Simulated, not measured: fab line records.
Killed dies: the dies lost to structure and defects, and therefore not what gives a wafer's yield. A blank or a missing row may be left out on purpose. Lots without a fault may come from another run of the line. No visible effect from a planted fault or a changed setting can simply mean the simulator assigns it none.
A struck lot beside a sound one | flow gf180mcu | 19 steps out of a route of 602
Sound: these wafers, L934.1, L934.2, L934.4. Wafers struck: L940.1, L940.2, L940.5. At the end, the cause is stated.
For every step that has rows: the tool of each side, followed by ch and its chambers, followed by its first start. Under that, the readings that differ: sound wafers | struck wafers | difference of the means | sigmas: that difference in standard deviations of wafers without a fault.
alike: words and numbers the same on both sides, and readings whose means are apart by under 2 such deviations; not compared: readings that were withheld, readings missing a value for some wafer, numbers with overlapping values and no deviation given by the record, and bounds like >300 which may hide the same value.
A row with sigmas, a row that says differs or no value, or rows on one side alone: a step with any of these is where the two part. Numbers that have no deviation but don't overlap get no sigmas and don't part them. A reading that every wafer of one side lacks parts them only if that side has two wafers or more.

GF_M5_STRIP_11: strips in O2/N2.
  sound on plasmaAsher-03 ch 0,1, day 30 12:22; struck on plasmaAsher-03 ch 0,1, day 32 01:20
  alike: chamberPressureMTorr, drypumpMotorCurrentA, heaterPowerW, oesProductAu, stripTimeToEndpointS
  not compared: rfHoursCounterH
then, 3 steps without rows for these wafers: GF_M5_STRIP_12 (strips in post etch residue remover, time 1200 s); GF_M5_CLEAN_13 (cleans in DIW); GF_V5_CVD_00 (deposits SiO2, target thk 300 nm, time 50 s).
GF_V5_THK_MEAS_01:
  sound on filmMetro-02, day 30 12:59; struck on filmMetro-04, day 32 01:55
  alike: V5_CVD_00_THK
GF_V5_CVD_02: deposits SiO2 from TEOS, target thk 1450 nm, time 163.28 s.
  sound on pecvd-01 ch 0,1, day 30 13:03; struck on pecvd-01 ch 0,1,2, day 32 01:59
  alike: heaterPowerW, susceptorTempC
GF_V5_THK_MEAS_03:
  sound on filmMetro-03, day 30 13:10; struck on filmMetro-04, day 32 02:05
  alike: V5_CVD_02_THK
GF_V5_CMP_04: polishes SiO2.
  sound on cmp-02 ch 1,2,3, day 30 13:25; struck on cmp-02 ch 1,3, day 32 03:02
  alike: motorCurrentA
GF_V5_BOW_MEAS_05:
  sound on filmMetro-04, day 30 13:43; struck on filmMetro-02, day 32 03:20
  alike: V5_BOW
then, 3 steps without rows for these wafers: GF_V5_DEHYDRATE_06 (time 60 s); GF_V5_HMDS_07 (prime time 60 s); GF_V5_COAT_08.
GF_V5_COAT_09: resist thk 1000 nm.
  sound on lithoTrack-04 ch 0, day 30 22:00; struck on lithoTrack-03 ch 0, day 32 11:00
reading                            | sound           | struck          | difference | sigmas
model.KrF_of_V5_COAT_09.thkNm (nm) | 1000 998.2 1002 | 988 985.1 987.8 | -13        | 
then, 3 steps without rows for these wafers: GF_V5_SOFTBAKE_10 (time 60 s); GF_V5_EXPOSE_11 (exposes mask Via5, target cd 260 nm); GF_V5_PEB_12 (peb time 90 s).
GF_V5_DEVELOP_13: develop time 60 s.
  sound on lithoTrack-01 ch 0, day 31 07:14; struck on lithoTrack-03 ch 0, day 32 19:28
reading                            | sound             | struck          | difference | sigmas
model.KrF_of_V5_COAT_09.thkNm (nm) | 985.4 983.2 987.4 | 973 970.2 972.8 | -13        | 
GF_V5_CD_MEAS_14: the cd target is 260 nm.
  sound on cdSem-01, day 31 07:23; struck on cdSem-02, day 32 19:37
  alike: cdNm
GF_PASSIVATION_PROBE_99:
  rows exist in the record for the sound wafers here (prober-01, day 32 21:23), none for the struck ones

## WHERE THEY PART
GF_PASSIVATION_PROBE_99 only, going by this record.

WHY: the cause the simulator had injected
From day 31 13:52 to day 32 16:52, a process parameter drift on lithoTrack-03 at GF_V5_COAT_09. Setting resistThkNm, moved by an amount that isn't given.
